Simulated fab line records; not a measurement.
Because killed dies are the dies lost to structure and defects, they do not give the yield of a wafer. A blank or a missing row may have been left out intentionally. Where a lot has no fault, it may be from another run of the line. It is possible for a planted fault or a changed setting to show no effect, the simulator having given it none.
fab line records ; flow sky130
record: lots: 12; wafers: 34; last-day: 50
route steps=708 shown FIELD_ISO@16 NWELL@34 VT_ADJUST_PCH@152 LDD_N@244 PAD_OPEN@708
lots untouched by any fault: they come from a run of this same line in which no faults occurred
start-h: hours from the record's first day to the start of the lot's first wafer shown ; wait-h: hours since the lot's step before ; " the same as in the row above ; L1.1+2: a single row standing in for several wafers ; - no value present, or no start provided ; * or withheld: withheld ; < > ~ a bound
route shown NAME@n: a module of which the file shows steps, and the number in the route of the first ; usual: mean/standard deviation taken from wafers without a fault ; same: alike in all rows ; chamber/n: place in a boat ; sites: each site's reading ; _std_site: standard deviation of those values ; _edge_site: inner sites' mean taken away from outer sites' mean ; radius-mm: how far each site lies from the wafer's centre ; mask NAME#n: copy n ; behind: tool/chamber where the wafer was last shaped ; hold: reason for holding the lot/hours on hold/outcome of the hold ; device: the n, p or np transistor that did not switch ; end of line: tests of these same wafers at the route's end ; where a step has no rows: the recipe by itself ; killed: not the wafer's yield, but the dies lost to structure and defects at the first sort ; map: dies across one wafer; x = killed, . = not, _ = none there
set.NAME: the setting that was run; set.NAME@STEP: the one run at that earlier step ; model.NAME: the simulator's own value behind a step, which no gauge read
steps of the route over a sample of lots; a table a step, a row a wafer
services: from which hour (start-h, from the record's first day; less than 0 if before it) a tool's chamber was out of use, for how many hours, and why
== steps ==
step: SKY_FIELD_ISO_ETCH_15
recipe: chemistry: CHF3/O2; target-depth-nm: 180; stop-on: Si; source-w: 600; bias-w: 200; pressure-mtorr: 40; chf3-flow-sccm: 50; O2_flow_sccm: 5; time-s: 72
usual: bias-w: 200.0/0.63; drypump-motor-current-A: 5.8/0.41; oes-product-au: 0.947/0.006; throttle-valve-pct: 8.844/0.0091
lot.wafer;tool;chamber;start-h;wait-h;bias-w;drypump-motor-current-A;oes-product-au;rf-hours-counter-h;throttle-valve-pct
L403.1;rie-diel-03;3;29.15;0.0;199.1;5.7;0.951;171;8.850
L403.3;rie-diel-03;2;29.15;0.0;201.0;6.0;0.957;42;8.840
L403.5;rie-diel-03;3;29.15;0.0;200.4;5.7;0.939;-;8.825
L404.1;rie-diel-02;3;34.05;0.0;200.2;5.3;0.940;125;8.853
L404.3;rie-diel-02;2;34.05;0.0;200.5;5.7;0.950;145;8.847
L404.4;rie-diel-02;1;34.05;0.0;199.3;5.4;0.951;64;8.841
L408.3;rie-diel-03;3;55.20;0.0;198.9;5.7;0.944;171;8.848
L408.4;rie-diel-03;0;55.20;0.0;200.7;6.6;0.939;7;8.830
L408.6;rie-diel-03;2;55.20;0.0;198.5;6.0;0.944;-;8.851
L409.2;rie-diel-02;2;59.76;0.0;199.5;5.7;0.956;145;8.836
L409.4;rie-diel-02;0;59.76;0.0;199.2;5.6;0.945;5;8.827
L409.6;rie-diel-02;3;59.76;0.0;200.4;5.3;0.960;-;8.826
L410.2;rie-diel-03;3;65.11;0.0;200.5;5.7;0.953;172;8.847
L410.5;rie-diel-03;2;65.11;0.0;200.9;6.0;0.955;-;8.838
L410.6;rie-diel-03;1;65.11;0.0;199.0;5.3;0.954;-;8.838
L412.2;rie-diel-04;1;75.65;0.0;200.1;5.7;0.946;120;8.865
L412.3;rie-diel-04;2;75.65;0.0;199.8;6.0;0.952;14;8.850
L412.5;rie-diel-04;2;75.65;0.0;200.5;6.0;0.960;-;8.856
L414.3;rie-diel-02;3;85.81;0.0;198.6;5.3;0.711;126;8.777
L414.4;rie-diel-02;0;85.81;0.0;200.6;5.6;0.938;5;8.865
L416.3;rie-diel-02;2;96.45;0.0;199.8;5.7;0.711;146;8.784
L416.4;rie-diel-02;0;96.45;0.0;198.0;5.6;0.949;5;8.846
L421.1;rie-diel-03;2;123.40;0.0;199.5;6.0;0.947;44;8.837
L421.4;rie-diel-03;3;123.40;0.0;201.0;5.7;0.954;1;8.855
L421.6;rie-diel-03;1;123.40;0.0;199.9;5.3;0.944;-;8.848
L422.1;rie-diel-03;1;128.05;0.0;200.1;5.3;0.942;10;8.838
L422.4;rie-diel-03;3;128.05;0.0;200.2;5.7;0.942;1;8.844
L422.6;rie-diel-03;1;128.05;0.0;199.9;5.3;0.945;-;8.834
L424.2;rie-diel-03;0;139.21;0.0;199.5;6.6;0.944;9;8.832
L424.4;rie-diel-03;1;139.21;0.0;201.0;5.3;0.951;10;8.845
L424.5;rie-diel-03;2;139.21;0.0;199.8;6.0;0.960;-;8.851
L426.1;rie-diel-03;2;150.96;0.0;199.7;6.0;0.951;45;8.848
L426.2;rie-diel-03;1;150.96;0.0;201.7;5.3;0.956;10;8.834
L426.3;rie-diel-03;3;150.96;0.0;199.8;5.7;0.948;1;8.844
step: SKY_FIELD_ISO_STRIP_16
recipe: chemistry: O2/N2; power-w: 1400; pressure-mtorr: 1500; platen-temp-c: withheld; o2-flow-sccm: 3000; n2-flow-sccm: 300; overash-fraction: 0.5
usual: drypump-motor-current-A: 5.6/0.51; n2-flow-sccm: 300.0/0.9; oes-product-au: 0.378/0.0045; strip-time-to-endpoint-s: 3.556/0.027
lot.wafer;tool;chamber;start-h;wait-h;drypump-motor-current-A;n2-flow-sccm;oes-product-au;rf-hours-counter-h;strip-time-to-endpoint-s
L403.1;plasma-asher-02;0;29.20;0.0;5.1;301.3;0.381;35;3.556
L403.3;plasma-asher-02;0;29.20;0.0;5.1;299.3;0.377;-;3.545
L403.5;plasma-asher-02;1;29.20;0.0;5.8;299.6;0.380;-;3.516
L404.1;plasma-asher-02;0;34.10;0.0;5.1;297.5;0.386;36;3.579
L404.3;plasma-asher-02;0;34.10;0.0;5.1;298.1;0.381;-;3.562
L404.4;plasma-asher-02;1;34.10;0.0;5.8;300.7;0.380;-;3.575
L408.3;plasma-asher-01;1;55.29;0.1;6.3;300.1;0.383;-;3.573
L408.4;plasma-asher-01;0;55.29;0.1;4.9;300.1;0.378;-;3.573
L408.6;plasma-asher-01;1;55.29;0.1;6.3;299.7;0.380;-;3.541
L409.2;plasma-asher-03;1;59.82;0.0;5.8;300.0;0.375;39;3.559
L409.4;plasma-asher-03;0;59.82;0.0;5.6;299.6;0.376;-;3.514
L409.6;plasma-asher-03;1;59.82;0.0;5.8;300.3;0.383;-;3.594
L410.2;plasma-asher-02;0;65.16;0.0;5.1;298.9;0.374;39;3.560
L410.5;plasma-asher-02;1;65.16;0.0;5.8;299.7;0.373;-;3.515
L410.6;plasma-asher-02;0;65.16;0.0;5.1;299.9;0.385;-;3.553
L412.2;plasma-asher-02;1;75.70;0.0;5.8;300.3;0.377;40;3.587
L412.3;plasma-asher-02;0;75.70;0.0;5.1;298.8;0.381;-;3.565
L412.5;plasma-asher-02;1;75.70;0.0;5.8;302.1;0.371;-;3.558
L414.3;plasma-asher-01;0;85.90;0.1;5.0;299.6;0.412;-;4.334
L414.4;plasma-asher-01;1;85.90;0.1;6.3;300.9;0.369;-;3.521
L416.3;plasma-asher-01;1;96.54;0.1;6.4;299.8;0.410;-;4.331
L416.4;plasma-asher-01;0;96.54;0.1;5.0;302.1;0.376;-;3.517
L421.1;plasma-asher-01;0;123.45;0.0;4.9;299.3;0.382;44;3.549
L421.4;plasma-asher-01;0;123.45;0.0;4.9;299.8;0.385;-;3.571
L421.6;plasma-asher-01;0;123.45;0.0;4.9;300.4;0.379;-;3.575
L422.1;plasma-asher-03;0;128.10;0.0;5.6;300.1;0.374;45;3.523
L422.4;plasma-asher-03;0;128.10;0.0;5.6;299.9;0.381;-;3.563
L422.6;plasma-asher-03;0;128.10;0.0;5.6;300.0;0.371;-;3.534
L424.2;plasma-asher-03;0;139.27;0.0;5.6;299.6;0.381;46;3.572
L424.4;plasma-asher-03;1;139.27;0.0;5.9;299.7;0.381;-;3.574
L424.5;plasma-asher-03;1;139.27;0.0;5.8;298.6;0.367;-;3.534
L426.1;plasma-asher-01;1;151.02;0.0;6.4;299.8;0.369;47;3.537
L426.2;plasma-asher-01;0;151.02;0.0;4.9;300.4;0.388;47;3.562
L426.3;plasma-asher-01;1;151.02;0.0;6.4;299.4;0.374;-;3.563
step: SKY_NWELL_THK_MEAS_02
recipe: reads: SiO2_of_NWELL_OXIDATION_01
usual: NWELL_OXIDATION_THK: 10.03/0.19
lot.wafer;tool;chamber;start-h;wait-h;NWELL_OXIDATION_THK[nm]
L403.1;film-metro-04;-;37.19;0.0;10.11
L403.3;film-metro-04;-;37.19;0.0;10.07
L403.5;film-metro-04;-;37.19;0.0;10.20
L404.1;film-metro-01;-;41.87;0.0;10.11
L404.3;film-metro-01;-;41.87;0.0;10.16
L404.4;film-metro-01;-;41.87;0.0;10.17
L408.3;film-metro-04;-;60.91;0.0;9.96
L408.4;film-metro-04;-;60.91;0.0;9.97
L408.6;film-metro-04;-;60.91;0.0;10.03
L409.2;film-metro-04;-;68.04;0.0;9.75
L409.4;film-metro-04;-;68.04;0.0;9.85
L409.6;film-metro-04;-;68.04;0.0;9.83
L410.2;film-metro-04;-;73.04;0.0;9.96
L410.5;film-metro-04;-;73.04;0.0;9.96
L410.6;film-metro-04;-;73.04;0.0;10.05
L412.2;film-metro-04;-;81.81;0.0;9.97
L412.3;film-metro-04;-;81.81;0.0;9.87
L412.5;film-metro-04;-;81.81;0.0;9.76
L414.4;film-metro-01;-;97.37;0.0;10.11
L416.4;film-metro-01;-;104.25;0.0;9.78
L421.1;film-metro-04;-;137.19;0.0;10.21
L421.4;film-metro-04;-;137.19;0.0;10.08
L421.6;film-metro-04;-;137.19;0.0;10.20
L422.1;film-metro-01;-;145.18;0.0;10.27
L422.4;film-metro-01;-;145.18;0.0;10.13
L422.6;film-metro-01;-;145.18;0.0;10.28
L424.2;film-metro-04;-;149.34;0.0;10.04
L424.4;film-metro-04;-;149.34;0.0;10.31
L424.5;film-metro-04;-;149.34;0.0;10.07
L426.1;film-metro-04;-;158.80;0.0;9.75
L426.2;film-metro-04;-;158.80;0.0;9.79
L426.3;film-metro-04;-;158.80;0.0;10.02
step: SKY_VT_ADJUST_PCH_STRIP_09
recipe: chemistry: O2/N2; power-w: 1400; pressure-mtorr: 1500; platen-temp-c: withheld; o2-flow-sccm: 3000; n2-flow-sccm: 300; overash-fraction: 0.5
usual: drypump-motor-current-A: 5.6/0.5; n2-flow-sccm: 299.9/0.93; oes-product-au: 0.723/0.0046; strip-time-to-endpoint-s: 36.93/0.088
lot.wafer;tool;chamber;start-h;wait-h;drypump-motor-current-A;n2-flow-sccm;oes-product-au;rf-hours-counter-h;strip-time-to-endpoint-s
L403.1;plasma-asher-03;1;225.23;0.1;5.8;299.7;0.727;55;37.03
L403.3;plasma-asher-03;0;225.23;0.1;5.6;297.9;0.719;-;37.06
L403.5;plasma-asher-03;1;225.23;0.1;5.8;299.4;0.721;-;37.01
L404.1;plasma-asher-01;1;229.24;0.1;6.4;299.1;0.707;55;37.03
L404.3;plasma-asher-01;1;229.24;0.1;6.4;299.4;0.725;-;37.01
L404.4;plasma-asher-01;0;229.24;0.1;5.0;299.1;0.723;-;36.86
L408.3;plasma-asher-01;0;259.35;0.1;5.0;301.1;0.722;-;36.90
L408.4;plasma-asher-01;1;259.35;0.1;6.4;300.5;0.725;-;37.01
L408.6;plasma-asher-01;0;259.35;0.1;4.9;299.4;0.730;-;36.96
L409.2;plasma-asher-03;0;270.19;0.1;5.6;298.5;0.721;59;36.89
L409.4;plasma-asher-03;0;270.19;0.1;5.6;296.9;0.718;-;36.90
L409.6;plasma-asher-03;1;270.19;0.1;5.8;301.4;0.717;-;36.89
L410.2;plasma-asher-02;0;277.23;0.1;5.1;299.5;0.719;15;36.99
L410.5;plasma-asher-02;1;277.23;0.1;5.8;300.6;0.726;-;36.95
L410.6;plasma-asher-02;0;277.23;0.1;5.1;299.4;0.724;-;36.90
L412.2;plasma-asher-03;1;287.77;0.1;5.8;299.3;0.722;60;36.86
L412.3;plasma-asher-03;1;287.77;0.1;5.9;299.9;0.722;-;36.86
L412.5;plasma-asher-03;1;287.77;0.1;5.8;299.6;0.722;-;36.79
L414.4;plasma-asher-02;1;307.12;0.1;5.8;300.8;0.727;-;37.03
L416.4;plasma-asher-01;1;316.60;0.1;6.3;300.0;0.729;-;36.83
L421.1;plasma-asher-01;1;366.84;0.1;6.3;299.9;0.722;69;36.84
L421.4;plasma-asher-01;0;366.84;0.1;5.0;300.5;0.733;-;36.72
L421.6;plasma-asher-01;0;366.84;0.1;5.0;299.8;0.726;-;36.81
L422.1;plasma-asher-01;1;379.09;0.1;6.3;301.0;0.721;71;36.95
L422.4;plasma-asher-01;1;379.09;0.1;6.3;301.3;0.720;-;37.01
L422.6;plasma-asher-01;0;379.09;0.1;5.0;299.7;0.721;-;36.95
L424.2;plasma-asher-01;0;384.79;0.1;4.9;299.0;0.720;71;36.82
L424.4;plasma-asher-01;1;384.79;0.1;6.4;299.2;0.715;-;36.98
L424.5;plasma-asher-01;1;384.79;0.1;6.3;298.7;0.720;-;36.85
L426.1;plasma-asher-01;0;398.44;0.1;5.0;300.8;0.720;72;36.85
L426.2;plasma-asher-01;1;398.44;0.1;6.3;301.6;0.725;72;36.82
L426.3;plasma-asher-01;1;398.44;0.1;6.3;302.2;0.717;-;36.93
step: SKY_LDD_N_OVL_MEAS_07
usual: LDD_N_OVL: -0.5/1.2
lot.wafer;tool;chamber;start-h;wait-h;LDD_N_OVL[nm]
L403.1;overlay-01;-;388.49;0.1;0.2
L403.3;overlay-01;-;388.49;0.1;0.1
L403.5;overlay-01;-;388.49;0.1;-0.4
L404.1;overlay-02;-;404.22;0.1;0.9
L404.3;overlay-02;-;404.22;0.1;-0.9
L404.4;overlay-02;-;404.22;0.1;-0.6
L409.2;overlay-02;-;463.45;0.1;0.1
L409.4;overlay-02;-;463.45;0.1;1.2
L409.6;overlay-02;-;463.45;0.1;0.0
L408.3;overlay-01;-;463.56;0.1;-0.8
L408.4;overlay-01;-;463.56;0.1;-1.6
L408.6;overlay-01;-;463.56;0.1;0.5
L410.2;overlay-02;-;463.75;0.1;-0.4
L410.5;overlay-02;-;463.75;0.1;-0.6
L410.6;overlay-02;-;463.75;0.1;-2.2
L412.2;overlay-02;-;478.30;0.1;-0.1
L412.3;overlay-02;-;478.30;0.1;-1.8
L412.5;overlay-02;-;478.30;0.1;-1.3
L414.4;overlay-01;-;497.91;0.1;-3.0
L416.4;overlay-01;-;508.62;0.1;-0.2
L421.1;overlay-02;-;564.62;0.1;0.8
L421.4;overlay-02;-;564.62;0.1;0.7
L421.6;overlay-02;-;564.62;0.1;-0.5
L422.1;overlay-02;-;576.87;0.1;0.3
L422.4;overlay-02;-;576.87;0.1;1.8
L422.6;overlay-02;-;576.87;0.1;2.1
L424.2;overlay-02;-;578.65;0.1;-1.3
L424.4;overlay-02;-;578.65;0.1;2.2
L424.5;overlay-02;-;578.65;0.1;0.7
L426.1;overlay-02;-;594.45;0.1;-0.2
L426.2;overlay-02;-;594.45;0.1;1.1
L426.3;overlay-02;-;594.45;0.1;-0.5
step: SKY_PAD_OPEN_PROBE_99
usual: killed_at_M0_to_M3: 43/7; killed_at_M4_up: 3.4/1.9; killed-at-contacts: 24/5.4; killed-at-front-end: 15/4.4; killed-at-other: 0.4/0.63; killed-dies: 86/9.1; killed-on-rim: 16/3.5; killed-open: 46/6.6; killed-short: 39/6.6
same: gross-dies: 492; killed-at-back-side: 0
lot.wafer;tool;chamber;start-h;wait-h;killed_at_M0_to_M3;killed_at_M4_up;killed-at-contacts;killed-at-front-end;killed-at-other;killed-dies;killed-on-rim;killed-open;killed-short
L414.3;prober-02;-;1136.56;0.2;39;3;27;423;0;492;96;46;36
L414.4;prober-02;-;1136.61;0.2;45;2;23;15;0;85;18;47;38
L416.3;prober-02;-;1147.14;0.2;41;7;21;422;1;492;96;48;40
L416.4;prober-02;-;1147.19;0.2;29;4;25;26;1;85;16;45;40
killed by level:class
L414.3 FIELD_ISO:area-etch=410 CONTACT:geometric-particle:open=12 VIA1:geometric-particle:open=11 LI_CONTACT:geometric-particle:open=8 METAL1:geometric-particle:short=6 POLY_GATE:geometric-particle:open=5 POLY_GATE:geometric-particle:short=4 VIA3:geometric-particle:open=4
L414.4 VIA1:geometric-particle:open=12 FIELD_ISO:geometric-particle:short=8 CONTACT:geometric-particle:open=7 LI_CONTACT:geometric-particle:open=6 CONTACT:geometric-particle:short=6 VIA2:geometric-particle:short=5 METAL2:geometric-particle:short=5 VIA2:geometric-particle:open=4
L416.3 FIELD_ISO:area-etch=404 VIA1:geometric-particle:open=9 FIELD_ISO:geometric-particle:open=7 LI_CONTACT:geometric-particle:open=7 METAL4:geometric-particle:short=7 CONTACT:geometric-particle:open=7 METAL1:geometric-particle:short=7 VIA3:geometric-particle:open=7
L416.4 FIELD_ISO:geometric-particle:open=10 CONTACT:geometric-particle:open=10 FIELD_ISO:geometric-particle:short=9 VIA1:geometric-particle:open=9 LI_CONTACT:geometric-particle:open=6 CONTACT:geometric-particle:short=5 METAL3:geometric-particle:short=4 POLY_GATE:geometric-particle:short=3
== services ==
tool;chamber;start-h;hours;kind
plasma-asher-02;-;23.45;2.3;repair
plasma-asher-03;-;24.28;2.8;pm
plasma-asher-03;-;29.20;2.8;repair
rie-diel-03;0;55.70;5.3;repair
plasma-asher-02;-;108.75;9.0;pm
plasma-asher-03;-;116.93;2.6;repair
rie-diel-02;1;121.26;2.9;repair
rie-diel-02;0;141.11;5.7;repair
plasma-asher-02;-;147.14;2.0;repair
rie-diel-03;-;156.81;2.0;repair
rie-diel-02;-;183.37;2.8;pm
rie-diel-03;1;221.68;2.7;repair
plasma-asher-03;-;230.29;2.3;repair
rie-diel-02;1;233.36;11.0;repair
rie-diel-02;-;244.43;1.1;repair
plasma-asher-03;-;258.05;1.7;repair
rie-diel-03;2;313.85;6.1;repair
rie-diel-03;-;316.22;28.1;pm
rie-diel-03;1;344.68;30.4;repair
plasma-asher-02;-;347.39;0.9;repair
plasma-asher-02;-;350.72;3.0;repair
rie-diel-03;2;373.73;22.5;repair
rie-diel-03;-;378.95;14.6;pm
rie-diel-03;3;394.39;5.9;repair
== key ==
first-sign: step: SKY_FIELD_ISO_ETCH_15; reading: oes-product-au; direction: down; sigmas: 39; usual: 0.947; struck: 0.711
effect: step: SKY_FIELD_ISO_ETCH_15; reading: throttle-valve-pct; direction: down; sigmas: 7; usual: 8.844; struck: 8.780
effect: step: SKY_FIELD_ISO_STRIP_16; reading: strip-time-to-endpoint-s; direction: up; sigmas: 29; usual: *; struck: *
effect: step: SKY_PAD_OPEN_PROBE_99; reading: killed-at-front-end; direction: up; sigmas: 93; usual: 15; struck: 422
more-kills-born-at: SKY_FIELD_ISO_ETCH_15@rie-diel-02: 814
met-at SKY_FIELD_ISO_ETCH_15
struck-lots L414,L416
struck-wafers L414.3,L416.3
later-rows-left-out L414.3,L416.3
tester-left-out L414,L416
not-acting-at SKY_NWELL_THK_MEAS_02,SKY_VT_ADJUST_PCH_STRIP_09,SKY_LDD_N_OVL_MEAS_07
onset-between 59.76 85.81
fault: kind: process-parameter-drift; tool: rie-diel-02; chamber: -; onset-h: 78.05; steps: SKY_FIELD_ISO_ETCH_15; channel: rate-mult; offset: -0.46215; shape: step; end-h: 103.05; scope: struck-wafers-only
tester-left-out: of these lots the tester's yield and bins aren't shown, on N5 and GAA mostly nor the transistor test; their killed dies are dies lost to structure and defects alone, not to doping, threshold or leakage, so they don't give the yield
later-rows-left-out: the simulator's readings of these wafers behind a module that went badly wrong aren't trusted and aren't shown, but for the sort
